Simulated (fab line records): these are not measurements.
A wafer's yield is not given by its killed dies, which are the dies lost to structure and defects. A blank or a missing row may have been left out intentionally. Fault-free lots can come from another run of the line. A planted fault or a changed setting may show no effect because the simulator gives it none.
A sampling plan put to the test | flow gf180mcu | one line in one fab, 53 faults in these records, each fault weighed on the records of the lots it struck
The line's own looks make up the plan; these are the steps of the route where a gauge or inspection reads the wafer and leaves it unchanged. Where struck wafers have a number at a look and the file lists that look's usual mean and standard deviation on fault-free wafers, the look can be judged. Caught: at a look after the fault's first step, the mean of the struck wafers lies 4 or more of those standard deviations (sigma) from the usual mean. On the tool: the same test on the tool's own readings at the fault's steps. A different recipe on the struck wafers counts as caught too, as does a record blank only for those wafers.

## THE FAULTS, as the simulator had put them in
1. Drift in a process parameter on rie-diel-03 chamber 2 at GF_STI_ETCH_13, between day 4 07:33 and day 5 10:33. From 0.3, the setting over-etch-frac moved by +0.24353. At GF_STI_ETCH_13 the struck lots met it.
2. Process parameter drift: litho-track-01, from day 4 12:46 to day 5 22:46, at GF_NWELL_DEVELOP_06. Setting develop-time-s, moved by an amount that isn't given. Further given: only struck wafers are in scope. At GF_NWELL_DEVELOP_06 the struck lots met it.
3. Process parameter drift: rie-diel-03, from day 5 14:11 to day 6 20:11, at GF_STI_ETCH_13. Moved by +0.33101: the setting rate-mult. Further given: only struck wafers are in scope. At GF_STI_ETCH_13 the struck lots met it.
4. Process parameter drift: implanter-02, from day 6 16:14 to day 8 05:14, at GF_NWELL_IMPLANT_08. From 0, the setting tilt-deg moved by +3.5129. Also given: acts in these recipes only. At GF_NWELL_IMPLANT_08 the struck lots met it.
5. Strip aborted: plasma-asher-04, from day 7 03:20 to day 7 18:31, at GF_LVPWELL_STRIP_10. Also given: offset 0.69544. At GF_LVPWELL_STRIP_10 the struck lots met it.
6. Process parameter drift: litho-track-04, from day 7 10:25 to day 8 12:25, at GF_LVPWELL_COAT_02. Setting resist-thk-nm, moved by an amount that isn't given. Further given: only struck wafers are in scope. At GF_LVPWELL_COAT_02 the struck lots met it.
7. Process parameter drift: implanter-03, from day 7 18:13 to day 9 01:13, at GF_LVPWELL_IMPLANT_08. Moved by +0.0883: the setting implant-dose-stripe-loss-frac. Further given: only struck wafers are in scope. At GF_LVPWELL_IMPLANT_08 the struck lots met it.
8. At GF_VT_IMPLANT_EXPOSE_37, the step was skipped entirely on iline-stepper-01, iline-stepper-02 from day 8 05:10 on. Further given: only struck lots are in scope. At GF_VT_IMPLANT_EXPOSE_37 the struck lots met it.
9. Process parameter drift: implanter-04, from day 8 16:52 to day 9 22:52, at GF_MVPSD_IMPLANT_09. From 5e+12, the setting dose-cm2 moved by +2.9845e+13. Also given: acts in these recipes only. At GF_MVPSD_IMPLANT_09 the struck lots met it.
10. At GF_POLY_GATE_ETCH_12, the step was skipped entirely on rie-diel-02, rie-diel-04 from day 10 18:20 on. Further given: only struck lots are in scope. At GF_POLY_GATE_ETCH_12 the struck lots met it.
11. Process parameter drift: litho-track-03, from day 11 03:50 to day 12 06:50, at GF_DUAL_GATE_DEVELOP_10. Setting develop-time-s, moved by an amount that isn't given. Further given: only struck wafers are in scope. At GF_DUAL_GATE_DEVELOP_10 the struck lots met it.
12. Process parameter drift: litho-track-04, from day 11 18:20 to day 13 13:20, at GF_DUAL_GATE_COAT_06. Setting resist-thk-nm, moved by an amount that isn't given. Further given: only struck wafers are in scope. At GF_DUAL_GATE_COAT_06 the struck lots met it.
13. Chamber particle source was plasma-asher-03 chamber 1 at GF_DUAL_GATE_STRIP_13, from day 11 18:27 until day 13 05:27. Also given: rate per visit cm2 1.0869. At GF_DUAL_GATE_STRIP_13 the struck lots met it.
14. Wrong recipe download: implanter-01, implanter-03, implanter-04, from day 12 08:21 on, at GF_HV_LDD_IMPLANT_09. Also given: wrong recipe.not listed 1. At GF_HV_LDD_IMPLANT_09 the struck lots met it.
15. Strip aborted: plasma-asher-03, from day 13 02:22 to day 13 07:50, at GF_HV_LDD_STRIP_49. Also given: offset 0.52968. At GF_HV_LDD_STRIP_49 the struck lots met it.
16. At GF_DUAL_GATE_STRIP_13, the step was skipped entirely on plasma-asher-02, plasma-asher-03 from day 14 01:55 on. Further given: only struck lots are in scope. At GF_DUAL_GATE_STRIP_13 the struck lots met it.
17. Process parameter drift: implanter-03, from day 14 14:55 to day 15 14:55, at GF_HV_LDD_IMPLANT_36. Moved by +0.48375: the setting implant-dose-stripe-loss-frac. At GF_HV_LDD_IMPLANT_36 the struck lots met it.
18. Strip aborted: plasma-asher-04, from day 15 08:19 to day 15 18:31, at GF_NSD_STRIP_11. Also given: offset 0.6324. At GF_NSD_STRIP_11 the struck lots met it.
19. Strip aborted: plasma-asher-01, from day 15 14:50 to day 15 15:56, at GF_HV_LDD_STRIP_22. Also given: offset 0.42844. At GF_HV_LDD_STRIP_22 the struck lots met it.
20. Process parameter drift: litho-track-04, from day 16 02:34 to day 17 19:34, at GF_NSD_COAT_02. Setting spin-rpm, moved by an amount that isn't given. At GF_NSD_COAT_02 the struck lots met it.
21. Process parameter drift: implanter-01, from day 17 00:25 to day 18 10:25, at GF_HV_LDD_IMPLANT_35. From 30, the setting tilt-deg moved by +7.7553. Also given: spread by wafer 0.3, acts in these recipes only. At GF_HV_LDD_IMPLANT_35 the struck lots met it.
22. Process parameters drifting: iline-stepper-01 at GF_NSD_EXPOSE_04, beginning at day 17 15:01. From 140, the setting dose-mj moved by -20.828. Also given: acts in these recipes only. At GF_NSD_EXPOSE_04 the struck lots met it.
23. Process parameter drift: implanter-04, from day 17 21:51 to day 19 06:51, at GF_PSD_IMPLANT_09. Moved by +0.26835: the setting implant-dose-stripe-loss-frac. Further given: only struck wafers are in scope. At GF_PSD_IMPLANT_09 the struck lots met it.
24. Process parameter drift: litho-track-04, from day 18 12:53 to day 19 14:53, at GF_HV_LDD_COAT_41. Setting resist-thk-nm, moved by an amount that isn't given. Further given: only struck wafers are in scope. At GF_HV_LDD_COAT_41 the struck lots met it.
25. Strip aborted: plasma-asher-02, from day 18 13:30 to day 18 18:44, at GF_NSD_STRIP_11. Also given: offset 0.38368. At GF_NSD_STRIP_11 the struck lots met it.
26. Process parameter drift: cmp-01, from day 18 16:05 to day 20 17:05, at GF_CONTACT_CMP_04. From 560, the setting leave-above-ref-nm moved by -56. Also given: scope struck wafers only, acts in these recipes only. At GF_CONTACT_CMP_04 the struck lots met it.
27. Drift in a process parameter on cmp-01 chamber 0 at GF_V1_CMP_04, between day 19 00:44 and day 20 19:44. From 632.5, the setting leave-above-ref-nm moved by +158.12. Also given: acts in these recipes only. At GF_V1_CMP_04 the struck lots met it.
28. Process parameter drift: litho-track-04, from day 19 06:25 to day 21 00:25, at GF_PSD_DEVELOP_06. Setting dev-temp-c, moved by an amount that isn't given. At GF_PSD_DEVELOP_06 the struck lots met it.
29. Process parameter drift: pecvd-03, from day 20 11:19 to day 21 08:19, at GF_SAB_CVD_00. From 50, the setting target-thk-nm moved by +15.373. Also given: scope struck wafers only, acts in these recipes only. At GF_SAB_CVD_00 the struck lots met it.
30. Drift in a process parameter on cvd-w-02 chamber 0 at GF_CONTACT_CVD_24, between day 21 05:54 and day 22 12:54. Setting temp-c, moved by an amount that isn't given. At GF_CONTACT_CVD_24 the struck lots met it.
31. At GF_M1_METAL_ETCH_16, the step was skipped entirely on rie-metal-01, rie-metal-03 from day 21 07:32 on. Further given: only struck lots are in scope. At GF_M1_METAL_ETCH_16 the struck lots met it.
32. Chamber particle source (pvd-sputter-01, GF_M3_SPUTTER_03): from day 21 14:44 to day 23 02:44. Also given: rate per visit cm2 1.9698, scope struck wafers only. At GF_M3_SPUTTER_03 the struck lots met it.
33. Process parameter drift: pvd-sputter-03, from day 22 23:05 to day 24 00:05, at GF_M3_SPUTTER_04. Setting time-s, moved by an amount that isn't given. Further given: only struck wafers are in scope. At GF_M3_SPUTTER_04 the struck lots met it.
34. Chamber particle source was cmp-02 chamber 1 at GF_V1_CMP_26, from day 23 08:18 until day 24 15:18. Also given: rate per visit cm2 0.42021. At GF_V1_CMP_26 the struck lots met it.
35. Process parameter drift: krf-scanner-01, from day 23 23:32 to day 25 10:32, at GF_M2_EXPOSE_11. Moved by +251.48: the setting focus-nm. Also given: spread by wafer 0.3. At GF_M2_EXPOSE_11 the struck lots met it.
36. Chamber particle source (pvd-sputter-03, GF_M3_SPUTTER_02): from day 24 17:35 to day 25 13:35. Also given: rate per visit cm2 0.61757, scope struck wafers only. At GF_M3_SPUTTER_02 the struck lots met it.
37. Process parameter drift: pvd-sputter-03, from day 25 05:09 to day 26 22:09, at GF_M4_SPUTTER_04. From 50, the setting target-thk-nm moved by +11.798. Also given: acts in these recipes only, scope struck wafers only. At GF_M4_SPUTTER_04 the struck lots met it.
38. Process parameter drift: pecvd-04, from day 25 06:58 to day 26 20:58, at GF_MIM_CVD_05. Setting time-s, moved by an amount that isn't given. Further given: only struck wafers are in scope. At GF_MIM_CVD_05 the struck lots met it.
39. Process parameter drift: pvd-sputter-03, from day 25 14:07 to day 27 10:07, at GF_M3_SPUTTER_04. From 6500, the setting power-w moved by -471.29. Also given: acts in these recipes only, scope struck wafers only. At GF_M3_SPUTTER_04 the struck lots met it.
40. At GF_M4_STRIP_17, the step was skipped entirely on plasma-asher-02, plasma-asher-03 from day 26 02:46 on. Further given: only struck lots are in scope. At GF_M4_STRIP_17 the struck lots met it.
41. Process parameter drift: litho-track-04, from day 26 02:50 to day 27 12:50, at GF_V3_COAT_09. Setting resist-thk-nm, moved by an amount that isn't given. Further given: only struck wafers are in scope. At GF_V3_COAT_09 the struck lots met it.
42. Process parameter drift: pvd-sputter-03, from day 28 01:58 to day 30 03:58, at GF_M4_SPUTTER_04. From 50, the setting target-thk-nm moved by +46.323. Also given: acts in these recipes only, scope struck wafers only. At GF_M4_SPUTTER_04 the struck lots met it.
43. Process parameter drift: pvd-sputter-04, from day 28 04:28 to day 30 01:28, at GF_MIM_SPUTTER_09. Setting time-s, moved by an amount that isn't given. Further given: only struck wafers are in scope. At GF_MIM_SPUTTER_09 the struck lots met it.
44. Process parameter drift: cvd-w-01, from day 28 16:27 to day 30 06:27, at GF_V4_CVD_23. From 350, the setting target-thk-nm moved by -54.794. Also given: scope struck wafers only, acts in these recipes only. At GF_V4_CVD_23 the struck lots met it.
45. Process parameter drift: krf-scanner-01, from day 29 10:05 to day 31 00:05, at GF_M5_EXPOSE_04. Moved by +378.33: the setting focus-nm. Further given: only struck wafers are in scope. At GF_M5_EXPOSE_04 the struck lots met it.
46. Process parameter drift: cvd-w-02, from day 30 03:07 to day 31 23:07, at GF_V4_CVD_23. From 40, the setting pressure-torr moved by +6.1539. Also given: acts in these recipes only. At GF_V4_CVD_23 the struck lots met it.
47. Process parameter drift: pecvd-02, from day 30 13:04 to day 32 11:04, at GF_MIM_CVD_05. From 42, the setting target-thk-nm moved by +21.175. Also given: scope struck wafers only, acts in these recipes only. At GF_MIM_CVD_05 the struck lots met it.
48. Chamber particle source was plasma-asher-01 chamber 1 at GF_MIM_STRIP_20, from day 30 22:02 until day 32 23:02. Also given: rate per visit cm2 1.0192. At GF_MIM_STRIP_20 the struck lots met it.
49. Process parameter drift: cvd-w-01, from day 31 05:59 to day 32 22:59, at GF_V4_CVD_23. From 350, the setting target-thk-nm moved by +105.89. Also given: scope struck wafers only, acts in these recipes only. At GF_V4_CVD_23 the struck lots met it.
50. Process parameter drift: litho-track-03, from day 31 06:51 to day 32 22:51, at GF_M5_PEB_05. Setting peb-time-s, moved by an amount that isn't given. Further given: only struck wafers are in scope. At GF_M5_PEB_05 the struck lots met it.
51. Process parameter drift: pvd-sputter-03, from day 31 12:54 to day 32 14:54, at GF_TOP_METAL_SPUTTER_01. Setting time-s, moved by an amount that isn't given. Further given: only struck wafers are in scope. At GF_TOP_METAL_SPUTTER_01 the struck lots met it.
52. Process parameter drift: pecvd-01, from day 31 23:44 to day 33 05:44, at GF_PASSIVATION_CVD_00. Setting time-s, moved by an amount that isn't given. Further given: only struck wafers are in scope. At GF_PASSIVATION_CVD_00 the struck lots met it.
53. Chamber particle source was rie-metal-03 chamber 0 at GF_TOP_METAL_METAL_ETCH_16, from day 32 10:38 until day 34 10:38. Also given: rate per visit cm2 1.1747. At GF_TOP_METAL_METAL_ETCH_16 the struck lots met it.

## WHAT THE PLAN SAW
fault | on the tool itself                               | first look that catches it                      | reading, sigma                                          | median hours from its first step to that look | hours from the fault's start to the first struck lot there | judged looks passed uncaught
1     | oes-product-au -15 sigma                         | none of the 3 looks that can be judged after it | -                                                       | -                                             | -                                                          | 3
2     | no reading that can be judged                    | none of the 2 looks that can be judged after it | -                                                       | -                                             | -                                                          | 2
3     | under 2 sigma                                    | none of the 3 looks that can be judged after it | -                                                       | -                                             | -                                                          | 3
4     | tilt-deg +99 or beyond sigma                     | GF_NWELL_TW_MEAS_11                             | NWELL_TW +16                                            | 0.4                                           | 4                                                          | 0
5     | oes-product-au +41 sigma                         | GF_MVSD_TW_MEAS_11                              | MVSD_TW -99 or beyond                                   | 16.7                                          | 32                                                         | 0
6     | no reading that can be judged                    | none of the 2 looks that can be judged after it | -                                                       | -                                             | -                                                          | 2
7     | no reading that can be judged                    | none of the 2 looks that can be judged after it | strongest: LVPWELL_RS at GF_VT_IMPLANT_RS_MEAS_48, +3.2 | -                                             | -                                                          | 2
8     | no reading that can be judged                    | no look after it can be judged                  | -                                                       | -                                             | -                                                          | 0
9     | dose-ions-cm2 +99 or beyond sigma                | GF_MVPSD_TW_MEAS_11                             | MVPSD_TW +41                                            | 0.2                                           | 5                                                          | 0
10    | the tool's record is blank for the struck wafers | no look after it can be judged                  | -                                                       | -                                             | -                                                          | 0
11    | no reading that can be judged                    | none of the 2 looks that can be judged after it | -                                                       | -                                             | -                                                          | 2
12    | under 2 sigma                                    | none of the 2 looks that can be judged after it | -                                                       | -                                             | -                                                          | 2
13    | under 2 sigma                                    | none of the 2 looks that can be judged after it | -                                                       | -                                             | -                                                          | 2
14    | under 2 sigma                                    | GF_HV_LDD_TW_MEAS_11                            | HV_LDD_TW -48                                           | 0.2                                           | 5                                                          | 0
15    | oes-product-au +50 sigma                         | no look after it can be judged                  | -                                                       | -                                             | -                                                          | 0
16    | the tool's record is blank for the struck wafers | no look after it can be judged                  | -                                                       | -                                             | -                                                          | 0
17    | no reading that can be judged                    | none of the 7 looks that can be judged after it | strongest: HV_LDD_RS at GF_HV_LDD_RS_MEAS_53, +2.4      | -                                             | -                                                          | 7
18    | oes-product-au -34 sigma                         | GF_PSD_TW_MEAS_11                               | PSD_TW -99 or beyond                                    | 22.6                                          | 33                                                         | 0
19    | oes-product-au +53 sigma                         | GF_HV_LDD_TW_MEAS_38                            | HV_LDD_3_TW -60                                         | 22.7                                          | 24                                                         | 0
20    | spin-speed-rpm -99 or beyond sigma               | GF_NSD_CD_MEAS_07                               | cd-nm -4.0                                              | 11.4                                          | 21                                                         | 0
21    | no reading that can be judged                    | GF_HV_LDD_RS_MEAS_53                            | HV_LDD_RS -10                                           | 24.0                                          | 34                                                         | 1
22    | exposure-dose-mJ-cm2 -99 or beyond sigma         | GF_NSD_CD_MEAS_07                               | cd-nm -14                                               | 11.9                                          | 17                                                         | 0
23    | under 2 sigma                                    | no look after it can be judged                  | -                                                       | -                                             | -                                                          | 0
24    | no reading that can be judged                    | GF_HV_LDD_CD_MEAS_46                            | cd-nm +37                                               | 12.3                                          | 19                                                         | 0
25    | oes-product-au +22 sigma                         | GF_PSD_TW_MEAS_11                               | PSD_TW -99 or beyond                                    | 26.0                                          | 31                                                         | 0
26    | only faintly: time-to-endpoint-s +2.4 sigma      | not the one look that can be judged after it    | -                                                       | -                                             | -                                                          | 1
27    | time-to-endpoint-s -9.3 sigma                    | no look after it can be judged                  | -                                                       | -                                             | -                                                          | 0
28    | developer-temp-C +22 sigma                       | GF_PSD_CD_MEAS_07                               | cd-nm -4.2                                              | 0.1                                           | 9                                                          | 0
29    | under 2 sigma                                    | GF_SAB_THK_MEAS_01                              | SAB_CVD_00_THK +21                                      | 0.0                                           | 4                                                          | 0
30    | susceptor-temp-C -28 sigma                       | GF_CONTACT_RS_MEAS_25                           | CONTACT_W_RS +13                                        | 0.1                                           | 6                                                          | 0
31    | the tool's record is blank for the struck wafers | no look after it can be judged                  | -                                                       | -                                             | -                                                          | 0
32    | under 2 sigma                                    | no look after it can be judged                  | -                                                       | -                                             | -                                                          | 0
33    | under 2 sigma                                    | none of the 7 looks that can be judged after it | -                                                       | -                                             | -                                                          | 7
34    | under 2 sigma                                    | not the one look that can be judged after it    | -                                                       | -                                             | -                                                          | 1
35    | exposure-dose-mJ-cm2 -22 sigma                   | GF_M2_CD_MEAS_14                                | cd-nm -7.2                                              | 10.3                                          | 33                                                         | 0
36    | under 2 sigma                                    | none of the 2 looks that can be judged after it | -                                                       | -                                             | -                                                          | 2
37    | under 2 sigma                                    | none of the 7 looks that can be judged after it | strongest: M4_ALCU_THK at GF_M4_THK_MEAS_06, -2.1       | -                                             | -                                                          | 7
38    | only faintly: run-length-s -3.6 sigma            | GF_MIM_THK_MEAS_06                              | MIM_CVD_05_THK -4.3                                     | 0.0                                           | 4                                                          | 0
39    | cathode-dc-power-W -99 or beyond sigma           | none of the 7 looks that can be judged after it | strongest: V3_CVD_02_THK at GF_V3_THK_MEAS_03, +2.6     | -                                             | -                                                          | 7
40    | no reading that can be judged                    | no look after it can be judged                  | -                                                       | -                                             | -                                                          | 0
41    | no reading that can be judged                    | not the one look that can be judged after it    | -                                                       | -                                             | -                                                          | 1
42    | under 2 sigma                                    | GF_M4_THK_MEAS_06                               | M4_ALCU_THK -8.7                                        | 0.2                                           | 15                                                         | 1
43    | under 2 sigma                                    | none of the 4 looks that can be judged after it | -                                                       | -                                             | -                                                          | 4
44    | under 2 sigma                                    | GF_V4_RS_MEAS_24                                | V4_W_RS +14                                             | 0.1                                           | 3                                                          | 0
45    | under 2 sigma                                    | GF_M5_CD_MEAS_07                                | cd-nm -30                                               | 9.2                                           | 11                                                         | 0
46    | chamber-pressure-Torr +77 sigma                  | GF_V4_RS_MEAS_24                                | V4_W_RS -4.5                                            | 0.1                                           | 5                                                          | 0
47    | under 2 sigma                                    | GF_MIM_THK_MEAS_06                              | MIM_CVD_05_THK +40                                      | 0.1                                           | 13                                                         | 0
48    | under 2 sigma                                    | none of the 2 looks that can be judged after it | -                                                       | -                                             | -                                                          | 2
49    | under 2 sigma                                    | GF_V4_RS_MEAS_24                                | V4_W_RS -18                                             | 0.1                                           | 5                                                          | 0
50    | no reading that can be judged                    | none of the 2 looks that can be judged after it | -                                                       | -                                             | -                                                          | 2
51    | under 2 sigma                                    | no look after it can be judged                  | -                                                       | -                                             | -                                                          | 0
52    | run-length-s +23 sigma                           | GF_PASSIVATION_THK_MEAS_01                      | PASSIVATION_CVD_00_THK +7.1                             | 0.1                                           | 14                                                         | 0
53    | under 2 sigma                                    | no look after it can be judged                  | -                                                       | -                                             | -                                                          | 0
A dash: this means the fault isn't caught or the number doesn't appear in these records.

Caught at a look: 23 of 53. Caught on the tool: 20 of 53. By one or the other: 30 of 53.
Faults 1, 10, 15, 16, 27, 31, 39 were caught on the tool alone.
Caught at a look alone: faults 14, 21, 24, 29, 38, 42, 44, 45, 47, 49.
Caught by neither: faults 2, 3, 6, 7, 8, 11, 12, 13, 17, 23, 26, 32, 33, 34, 36, 37, 40, 41, 43, 48, 50, 51, 53.

## THINNER SAMPLING
If the look that catches a fault measured only every second or every third lot, by lot number, the first struck lot would be measured this late in the worst case:
fault | struck lots at that look, in order of time | every lot | every second lot | every third lot
4     | L898, L902                                 | 4 h       | may miss all 2   | may miss all 2
5     | L265                                       | 32 h      | may miss it      | may miss it
9     | L492, L493                                 | 5 h       | 12 h             | may miss all 2
14    | L560, L561, L562, L563                     | 5 h       | 9 h              | 22 h
18    | L866                                       | 33 h      | may miss it      | may miss it
19    | L300                                       | 24 h      | may miss it      | may miss it
20    | L228, L231                                 | 21 h      | 42 h             | may miss all 2
21    | L353                                       | 34 h      | may miss it      | may miss it
22    | L995, L996, L100, L102                     | 17 h      | 24 h             | 54 h
24    | L768, L769                                 | 19 h      | 28 h             | may miss all 2
25    | L439                                       | 31 h      | may miss it      | may miss it
28    | L964, L965, L966                           | 9 h       | 13 h             | 24 h
29    | L735, L736                                 | 4 h       | 12 h             | may miss all 2
30    | L747, L749, L750                           | 6 h       | 27 h             | may miss all 3
35    | L120                                       | 33 h      | may miss it      | may miss it
38    | L915, L916                                 | 4 h       | 15 h             | may miss all 2
42    | L799                                       | 15 h      | may miss it      | may miss it
44    | L812, L813                                 | 3 h       | 10 h             | may miss all 2
45    | L100, L104                                 | 11 h      | may miss all 2   | may miss all 2
46    | L419, L420                                 | 5 h       | 18 h             | may miss all 2
47    | L438                                       | 13 h      | may miss it      | may miss it
49    | L284, L285                                 | 5 h       | 12 h             | may miss all 2
52    | L931, L932                                 | 14 h      | 18 h             | may miss all 2
Hours count from the start of the fault until the first struck lot that is measured. Since the struck wafers were tested as one group against 4 sigma, a single lot by itself may lie under the limit. Other struck lots may not be in these records.

## THE LONGEST TIMED WAY FROM STEP TO LOOK
Fault 25: median gap of 26.0 hours between GF_NSD_STRIP_11 and GF_PSD_TW_MEAS_11. No look between them can be judged.
